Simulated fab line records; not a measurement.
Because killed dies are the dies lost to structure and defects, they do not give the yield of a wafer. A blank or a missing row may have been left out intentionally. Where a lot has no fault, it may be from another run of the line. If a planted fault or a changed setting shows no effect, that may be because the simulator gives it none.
A single fault, viewed from 2 desks / flow sky130 / each desk holds nothing but its own numbers, with what lay behind them at the end

FROM THE METROLOGY DESK
Means of the sampled wafers that have a number, per lot and without regard to the tool the lot ran on: this is what the gauges read. The brackets show how far a lot's mean lies from the usual mean; more than 4 standard deviations puts the lot out of limits, marked OUT.
Columns: A = VIA4_W_THK at SKY_VIA4_THK_MEAS_20, usual 511 nm
lot=L921; first seen here=day 44 02:31; A=504
lot=L923; first seen here=day 44 11:22; A=519
lot=L922; first seen here=day 44 13:53; A=511
lot=L924; first seen here=day 44 16:34; A=513
lot=L926; first seen here=day 45 13:55; A=516
lot=L927; first seen here=day 45 15:49; A=505
lot=L928; first seen here=day 45 21:07; A=516
lot=L929; first seen here=day 46 06:52; A=514
lot=L930; first seen here=day 46 21:04; A=512
lot=L934; first seen here=day 47 16:17; A=514
lot=L942; first seen here=day 48 22:40; A=507
Result from this desk: across the 11 lots, nothing is out of limits.

TOOL OWNER'S DESK, rie diel-01
The tool's own readings at SKY_METAL3_ETCH_17 (etches SiO2 in C4F8/O2/Ar, stops on TiN, time 3.9 s, target depth 15 nm): means of the sampled wafers that have a number, for each lot that ran on this tool. The brackets show how far a lot's mean lies from the usual mean; more than 4 standard deviations puts the lot out of limits, marked OUT.
Columns: A = oes product au at SKY_METAL3_ETCH_17, usual 0.756 a.u.; B = rf fwd power W at SKY_METAL3_ETCH_17, usual 1469 W
lot=L923; first seen here=day 40 14:52; A=0.749; B=1472
lot=L922; first seen here=day 40 19:04; A=0.754; B=1471
lot=L924; first seen here=day 40 22:43; A=0.764; B=1478
lot=L926; first seen here=day 41 17:49; A=0.764; B=1470
lot=L930; first seen here=day 42 17:01; A=0.743; B=1473
lot=L934; first seen here=day 43 20:40; A=0.753; B=1470
Result from this desk: across the 6 lots, nothing is out of limits.

ALL TOGETHER
From the metrology desk's view, nothing was out of limits.
The tool owner's desk saw nothing out of limits.

WHAT HAD BEEN PUT IN BY THE SIMULATOR
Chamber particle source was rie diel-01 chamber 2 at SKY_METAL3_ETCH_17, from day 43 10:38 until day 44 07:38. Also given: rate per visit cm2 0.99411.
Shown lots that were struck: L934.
